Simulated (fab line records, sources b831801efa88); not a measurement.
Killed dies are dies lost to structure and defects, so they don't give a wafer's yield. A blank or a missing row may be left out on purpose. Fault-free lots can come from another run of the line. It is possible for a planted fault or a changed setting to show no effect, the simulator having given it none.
A struck lot beside a sound one :: flow sfq line :: 18 out of 325 route steps
Sound: the wafers L192.1, L192.3, L192.5. Struck: wafer L212.3 (L212.2, L212.6, from the same lot, were not struck and are left out); the cause is given at the end.
Order at every step that has rows: each side's tool, ch and its chambers, its first start. Under that, the readings that differ: sound wafers :: struck wafers :: difference of the means :: sigmas: that difference in standard deviations of wafers without a fault.
alike: words and numbers the same on both sides, and readings whose means are apart by under 2 such deviations; not compared: readings that were withheld, readings missing a value for some wafer, numbers with overlapping values and no deviation given by the record, and bounds like >300 which may hide the same value.
The two part at a step that has a row with sigmas, a row that says differs or no value, or rows on one side only. Non-overlapping numbers with no deviation appear without sigmas and do not part them. A reading missing from all wafers of one side parts the sides only when that side holds two or more wafers.

SFQ_TRILAYER_M3_BARC_OPEN_METAL_ETCH_100: etches BARC in O2, target depth 125 nm, time 41.7 s.
  sound on rie metal-03 ch 1, day 28 10:56; struck on rie metal-02 ch 0, day 33 23:20
reading: drypump motor current A (A)
sound: 5.3 5.3 5.3
struck: 6.3
difference: +1.0
sigmas: +2
  alike: bias w, oes product au
  not compared: rf hours counter h
then, 1 step without rows for these wafers: SFQ_TRILAYER_M3_ETCH_METAL_ETCH_078 (etches Nb in Cl2/Ar, stops on SiO2, target depth 240 nm, time 120 s).
SFQ_TRILAYER_M3_STRIP_STRIP_079: strips in O2.
  sound on rie metal-03 ch 1, day 28 11:07; struck on rie metal-02 ch 0, day 33 23:35
reading: drypump motor current A (A)
sound: 5.3 5.3 5.3
struck: 6.4
difference: +1.1
sigmas: +3
  alike: oes product au
  not compared: rf hours counter h
then, 1 step without rows for these wafers: SFQ_TRILAYER_M3_STRIP_SOLV_CLEAN_080 (cleans in NMP, time 600 s).
SFQ_TRILAYER_I3_DEP_PECVD_081: deposits SiO2 from SiH4/N2O, time 111.11 s, target thk 500 nm.
  sound on pecvd-02 ch 0,1,2, day 28 11:55; struck on pecvd-03 ch 0, day 34 00:34
  alike: heater power w, throttle valve pct
SFQ_TRILAYER_I3_CMP_CMP_082: polishes SiO2.
  sound on cmp-02 ch 0,1,3, day 29 02:24; struck on cmp-02 ch 1, day 35 20:20
  alike: motor current A, time to endpoint s
SFQ_I3_BOW_MEAS_922:
  sound on film metro-03 at day 29 04:24; struck on film metro-03 at day 35 23:22
  alike: I3_BOW
SFQ_TRILAYER_I3_METRO_MEASURE_083:
  sound on film metro-03 at day 29 04:31; struck on film metro-03 at day 35 23:40
  alike: thk nm
then, 4 steps without rows for these wafers: SFQ_TRILAYER_I3_VIA_LITHO_COAT_090 (resist thk 62 nm); SFQ_TRILAYER_I3_VIA_LITHO_COAT_085 (resist thk 650 nm); SFQ_TRILAYER_I3_VIA_LITHO_SOFTBAKE_089; SFQ_TRILAYER_I3_VIA_LITHO_EXPOSE_086 (exposes mask I3, target cd 500 nm).
SFQ_TRILAYER_I3_VIA_LITHO_PEB_088: peb time 60 s.
  sound on litho track-04 ch 0, day 32 05:00; struck on litho track-04 ch 0, day 37 16:20
  alike: heater power total W
then, 1 step without rows for these wafers: SFQ_TRILAYER_I3_VIA_LITHO_DEVELOP_087 (time 60 s).
SFQ_I3_OVL_MEAS_923:
  sound on overlay-02 at day 32 05:18; struck on overlay-01 at day 37 16:37
  alike: I3_OVL
SFQ_TRILAYER_I3_VIA_BARC_OPEN_VIA_ETCH_121: etches BARC in O2, target depth 125 nm, time 41.7 s.
  sound on rie diel-02 ch 0,2,3, day 32 05:20; struck on rie diel-03 ch 3, day 37 16:39
reading: drypump motor current A (A)
sound: 6.13 5.81 6.00
struck: 5.24
difference: -0.74
sigmas: -3

reading: model.I3.cd nm (nm)
sound: 499.6 503.1 499.4
struck: 527
difference: +26
sigmas: 
  alike: bias w, oes product au
  not compared: rf hours counter h
SFQ_TRILAYER_I3_VIA_ETCH_VIA_ETCH_088: etches SiO2 in CHF3, stops on Nb, target depth 260 nm.
  sound on rie diel-02 ch 0,2,3, day 32 05:23; struck on rie diel-03 ch 3, day 37 16:41
reading: drypump motor current A (A)
sound: 6.17 5.80 5.99
struck: 5.24
difference: -0.75
sigmas: -3

reading: model.I3.cd nm (nm)
sound: 497.8 504.7 501.9
struck: 525
difference: +24
sigmas: 
  alike: bias w, oes product au
then, 1 step without rows for these wafers: SFQ_TRILAYER_I3_VIA_STRIP_STRIP_089 (strips in O2).

== WHERE THEY PART ==
First at SFQ_TRILAYER_M3_BARC_OPEN_METAL_ETCH_100; last, within this record, at SFQ_TRILAYER_I3_VIA_ETCH_VIA_ETCH_088.

WHY: the cause the simulator had injected
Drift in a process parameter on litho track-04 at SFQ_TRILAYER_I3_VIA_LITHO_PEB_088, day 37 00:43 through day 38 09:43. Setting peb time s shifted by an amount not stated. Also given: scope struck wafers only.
